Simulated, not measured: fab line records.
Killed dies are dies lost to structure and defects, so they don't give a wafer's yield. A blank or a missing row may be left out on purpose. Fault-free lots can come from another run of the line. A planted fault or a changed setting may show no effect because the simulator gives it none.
Struck lot and sound lot, side by side || flow gf180mcu || 14 out of 602 route steps
Sound: these wafers, L975.2, L975.3, L975.5. Struck: wafers L982.3, L982.5, L982.6. At the end, the cause is stated.
For every step that has rows: the tool of each side, followed by ch and its chambers, followed by its first start. Under that, the readings that differ: sound wafers || struck wafers || difference of the means || sigmas: that difference in standard deviations of wafers without a fault.
alike: same words and numbers on both sides, and readings whose means sit less than 2 such deviations apart. not compared: any withheld reading, any reading some wafer has no value for, any bound like >300 that may hide the same value, and any number with overlapping values for which the record gives no deviation.
Wherever a step has rows on one side only, a row that says differs or no value, or a row with sigmas, the two part there. Numbers that don't overlap but have no deviation are shown without sigmas and don't part them. A reading missing from all wafers of one side parts the sides only when that side holds two or more wafers.

first, 1 step without rows for these wafers: GF_HV_LDD_DEVELOP_06 (develop time 60 s).
GF_HV_LDD_CD_MEAS_07 targets a cd of 400 nm.
  sound: cd-sem-02 at day 11 13:56; struck: cd-sem-01 at day 13 06:27
  alike: cd-nm
GF_HV_LDD_OVL_MEAS_08:
  sound: overlay-01 at day 11 14:02; struck: overlay-01 at day 13 06:33
{"reading": "HV_LDD_OVL (nm)", "sound": "-2.0 -2.1 -1.1", "struck": "2.3 2.6 2.1", "difference": "+4.1", "sigmas": "+2"}
following that, these wafers have no rows for 1 step: GF_HV_LDD_IMPLANT_09.
GF_HV_LDD_STRIP_10: strips in O2/N2.
  sound on plasma-asher-04 ch 1, day 11 14:13; struck on plasma-asher-01 ch 0,1, day 13 06:45
  alike: drypump-motor-current-A, heater-power-w, oes-product-au, strip-time-to-endpoint-s
  not compared: rf-hours-counter-h
GF_HV_LDD_TW_MEAS_11:
  sound: film-metro-02 at day 11 14:20; struck: film-metro-01 at day 13 06:50
  alike: HV_LDD_TW
then, 6 steps without rows for these wafers: GF_HV_LDD_DEHYDRATE_12 (time 60 s); GF_HV_LDD_HMDS_13 (prime time 60 s); GF_HV_LDD_COAT_14 (resist thk 1000 nm); GF_HV_LDD_SOFTBAKE_15 (time 60 s); GF_HV_LDD_EXPOSE_16 (exposes mask Pplus LV AREA, target cd 400 nm); GF_HV_LDD_PEB_17.
GF_HV_LDD_DEVELOP_18: develop time 60 s.
  struck on litho-track-02, day 14 02:31; sound on litho-track-02 ch 0, day 12 08:09
  no value came back on the struck wafers for chill-plate-temp-C (C), develop-time-s (s), developer-temp-C (C); on the sound wafers chill-plate-temp-C (C) reads 22.83 22.83 22.73
GF_HV_LDD_CD_MEAS_19 targets a cd of 400 nm.
  sound: cd-sem-01 at day 12 08:17; struck: cd-sem-01 at day 14 02:40
{"reading": "cd-nm (nm)", "sound": "399.9 398.6 399.6", "struck": "- - -", "difference": "no value on the struck wafers", "sigmas": ""}

== WHERE THEY PART ==
First at GF_HV_LDD_OVL_MEAS_08; last, within this record, at GF_HV_LDD_CD_MEAS_19.

WHY: what the simulator had put in
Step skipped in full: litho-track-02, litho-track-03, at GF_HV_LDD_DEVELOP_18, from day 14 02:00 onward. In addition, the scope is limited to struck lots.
